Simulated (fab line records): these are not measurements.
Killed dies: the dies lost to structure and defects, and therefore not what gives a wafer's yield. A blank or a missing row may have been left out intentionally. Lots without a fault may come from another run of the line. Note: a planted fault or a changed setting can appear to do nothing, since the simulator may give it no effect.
fab line records || flow sky130
record {"lots": 14, "wafers": 42, "last_day": 50}
route steps=708 shown LDD_N@249
lots that met no fault: taken from a fault-free run of the same line
start_h: start of the lot's first displayed wafer, in hours after the record's first day || wait_h: how many hours have passed since the lot's step before this one || " repeats the value in the row above || L1.1+2: several wafers, shown together as one row || - either no value or no given start || * or withheld: withheld || < > ~ a bound
route shown NAME@n: a module of which the file shows steps, and the number in the route of the first || usual: mean/standard deviation of fault-free wafers || same: alike in all rows || chamber/n: place in a boat || sites: the reading at each site || _std_site: standard deviation across them || _edge_site: inner sites' mean taken away from outer sites' mean || radius_mm: how far each site lies from the wafer's centre || mask NAME#n: copy n || behind: the most recent tool/chamber to have shaped the wafer || hold: the reason the lot was held/the length of the hold in hours/how it ended || device: transistor that didn't switch, given as n, p or np || end of line: tests of these same wafers at the route's end || a step without rows: its recipe alone || killed: the dies lost at the first sort to structure and to defects; this is not the yield of the wafer || map: dies across one wafer; x = killed, . = not, _ = none there
set.NAME: the setting the step ran with; set.NAME@STEP: the setting that earlier step ran with || model.NAME: the simulator's own value behind a step, which no gauge read
one table for each step of the route and one row for each wafer, over a sample of lots
services: when a tool's chamber went out of use (start_h, in hours from the record's first day, below 0 if earlier), for how many hours, and the reason
## steps
# step SKY_LDD_N_IMPLANT_12
# recipe {"species": "BF2", "energy_kev": 50, "dose_cm2": 5e+12, "tilt_deg": 30, "rotation_deg": 0}
# usual {"beam_energy_keV": "50.000/0.016"}
# same {"implant_ion_amu": 49}
{"lot.wafer": "L282.1", "tool": "implanter-04", "chamber": 0, "start_h": 406.42, "wait_h": 0.1, "beam_energy_keV": 49.999}
{"lot.wafer": "L282.3", "tool": "implanter-04", "chamber": 0, "start_h": 406.42, "wait_h": 0.1, "beam_energy_keV": 49.976}
{"lot.wafer": "L282.6", "tool": "implanter-04", "chamber": 0, "start_h": 406.42, "wait_h": 0.1, "beam_energy_keV": 50.013}
{"lot.wafer": "L284.1", "tool": "implanter-03", "chamber": 0, "start_h": 423.67, "wait_h": 0.1, "beam_energy_keV": 50.003}
{"lot.wafer": "L284.2", "tool": "implanter-03", "chamber": 0, "start_h": 423.67, "wait_h": 0.1, "beam_energy_keV": 50.008}
{"lot.wafer": "L284.3", "tool": "implanter-03", "chamber": 0, "start_h": 423.67, "wait_h": 0.1, "beam_energy_keV": 50.008}
{"lot.wafer": "L285.2", "tool": "implanter-03", "chamber": 0, "start_h": 432.30, "wait_h": 0.1, "beam_energy_keV": 50.011}
{"lot.wafer": "L285.3", "tool": "implanter-03", "chamber": 0, "start_h": 432.30, "wait_h": 0.1, "beam_energy_keV": 50.000}
{"lot.wafer": "L285.6", "tool": "implanter-03", "chamber": 0, "start_h": 432.30, "wait_h": 0.1, "beam_energy_keV": 50.015}
{"lot.wafer": "L286.3", "tool": "implanter-04", "chamber": 0, "start_h": 436.82, "wait_h": 0.1, "beam_energy_keV": 49.996}
{"lot.wafer": "L286.4", "tool": "implanter-04", "chamber": 0, "start_h": 436.82, "wait_h": 0.1, "beam_energy_keV": 49.995}
{"lot.wafer": "L286.6", "tool": "implanter-04", "chamber": 0, "start_h": 436.82, "wait_h": 0.1, "beam_energy_keV": 50.000}
{"lot.wafer": "L287.1", "tool": "implanter-04", "chamber": 0, "start_h": 445.02, "wait_h": 0.1, "beam_energy_keV": 49.984}
{"lot.wafer": "L287.2", "tool": "implanter-04", "chamber": 0, "start_h": 445.02, "wait_h": 0.1, "beam_energy_keV": 49.993}
{"lot.wafer": "L287.4", "tool": "implanter-04", "chamber": 0, "start_h": 445.02, "wait_h": 0.1, "beam_energy_keV": 49.977}
{"lot.wafer": "L288.3", "tool": "implanter-02", "chamber": 0, "start_h": 454.42, "wait_h": 0.1, "beam_energy_keV": 50.018}
{"lot.wafer": "L288.4", "tool": "implanter-02", "chamber": 0, "start_h": 454.42, "wait_h": 0.1, "beam_energy_keV": 50.006}
{"lot.wafer": "L288.5", "tool": "implanter-02", "chamber": 0, "start_h": 454.42, "wait_h": 0.1, "beam_energy_keV": 50.016}
{"lot.wafer": "L289.3", "tool": "implanter-02", "chamber": 0, "start_h": 485.07, "wait_h": 0.1, "beam_energy_keV": 50.005}
{"lot.wafer": "L289.5", "tool": "implanter-02", "chamber": 0, "start_h": 485.07, "wait_h": 0.1, "beam_energy_keV": 49.978}
{"lot.wafer": "L289.6", "tool": "implanter-02", "chamber": 0, "start_h": 485.07, "wait_h": 0.1, "beam_energy_keV": 49.984}
{"lot.wafer": "L291.3", "tool": "implanter-02", "chamber": 0, "start_h": 489.17, "wait_h": 0.1, "beam_energy_keV": 50.006}
{"lot.wafer": "L291.4", "tool": "implanter-02", "chamber": 0, "start_h": 489.17, "wait_h": 0.1, "beam_energy_keV": 50.028}
{"lot.wafer": "L291.6", "tool": "implanter-02", "chamber": 0, "start_h": 489.17, "wait_h": 0.1, "beam_energy_keV": 50.015}
{"lot.wafer": "L292.3", "tool": "implanter-03", "chamber": 0, "start_h": 500.52, "wait_h": 0.1, "beam_energy_keV": 49.999}
{"lot.wafer": "L292.5", "tool": "implanter-03", "chamber": 0, "start_h": 500.52, "wait_h": 0.1, "beam_energy_keV": 49.987}
{"lot.wafer": "L292.6", "tool": "implanter-03", "chamber": 0, "start_h": 500.52, "wait_h": 0.1, "beam_energy_keV": 50.005}
{"lot.wafer": "L294.4", "tool": "implanter-03", "chamber": 0, "start_h": 507.44, "wait_h": 0.1, "beam_energy_keV": 49.982}
{"lot.wafer": "L294.5", "tool": "implanter-03", "chamber": 0, "start_h": 507.44, "wait_h": 0.1, "beam_energy_keV": 50.004}
{"lot.wafer": "L294.6", "tool": "implanter-03", "chamber": 0, "start_h": 507.44, "wait_h": 0.1, "beam_energy_keV": 49.988}
{"lot.wafer": "L295.3", "tool": "implanter-03", "chamber": 0, "start_h": 515.32, "wait_h": 0.1, "beam_energy_keV": 31.330}
{"lot.wafer": "L295.5", "tool": "implanter-03", "chamber": 0, "start_h": 515.32, "wait_h": 0.1, "beam_energy_keV": 31.365}
{"lot.wafer": "L295.6", "tool": "implanter-03", "chamber": 0, "start_h": 515.32, "wait_h": 0.1, "beam_energy_keV": 31.350}
{"lot.wafer": "L296.1", "tool": "implanter-03", "chamber": 0, "start_h": 530.85, "wait_h": 2.4, "beam_energy_keV": 31.352}
{"lot.wafer": "L296.2", "tool": "implanter-03", "chamber": 0, "start_h": 530.85, "wait_h": 2.4, "beam_energy_keV": 31.347}
{"lot.wafer": "L296.6", "tool": "implanter-03", "chamber": 0, "start_h": 530.85, "wait_h": 2.4, "beam_energy_keV": 31.351}
{"lot.wafer": "L304.2", "tool": "implanter-04", "chamber": 0, "start_h": 598.60, "wait_h": 0.1, "beam_energy_keV": 49.993}
{"lot.wafer": "L304.3", "tool": "implanter-04", "chamber": 0, "start_h": 598.60, "wait_h": 0.1, "beam_energy_keV": 49.997}
{"lot.wafer": "L304.5", "tool": "implanter-04", "chamber": 0, "start_h": 598.60, "wait_h": 0.1, "beam_energy_keV": 50.021}
{"lot.wafer": "L305.1", "tool": "implanter-04", "chamber": 0, "start_h": 604.37, "wait_h": 0.1, "beam_energy_keV": 50.004}
{"lot.wafer": "L305.2", "tool": "implanter-04", "chamber": 0, "start_h": 604.37, "wait_h": 0.1, "beam_energy_keV": 50.011}
{"lot.wafer": "L305.3", "tool": "implanter-04", "chamber": 0, "start_h": 604.37, "wait_h": 0.1, "beam_energy_keV": 50.002}
## services
{"tool": "implanter-03", "chamber": "-", "start_h": 417.47, "hours": 5.4, "kind": "repair"}
{"tool": "implanter-02", "chamber": "-", "start_h": 429.40, "hours": 4.1, "kind": "repair"}
{"tool": "implanter-03", "chamber": "-", "start_h": 479.74, "hours": 6.4, "kind": "pm"}
{"tool": "implanter-03", "chamber": "-", "start_h": 518.11, "hours": 3.1, "kind": "repair"}
{"tool": "implanter-03", "chamber": "-", "start_h": 601.23, "hours": 0.6, "kind": "repair"}
{"tool": "implanter-03", "chamber": "-", "start_h": 603.69, "hours": 23.2, "kind": "pm"}
## key
first_sign {"step": "SKY_LDD_N_IMPLANT_12", "reading": "beam_energy_keV", "direction": "down", "sigmas": "99+", "usual": "*", "struck": "*"}
effect none on later readings
met_at SKY_LDD_N_IMPLANT_12
struck_lots L295,L296
tester_left_out L295,L296
onset_between 507.44 515.32
fault {"kind": "process_parameter_drift", "tool": "implanter-03", "chamber": "-", "onset_h": 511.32, "steps": "SKY_LDD_N_IMPLANT_12", "channel": "energy_kev", "offset": "*", "shape": "step", "end_h": 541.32, "acts_in": "*", "stated": "*"}
# tester_left_out: of these lots the tester's yield and bins aren't shown, on N5 and GAA mostly nor the transistor test; their killed dies are dies lost to structure and defects alone, not to doping, threshold or leakage, so they don't give the yield
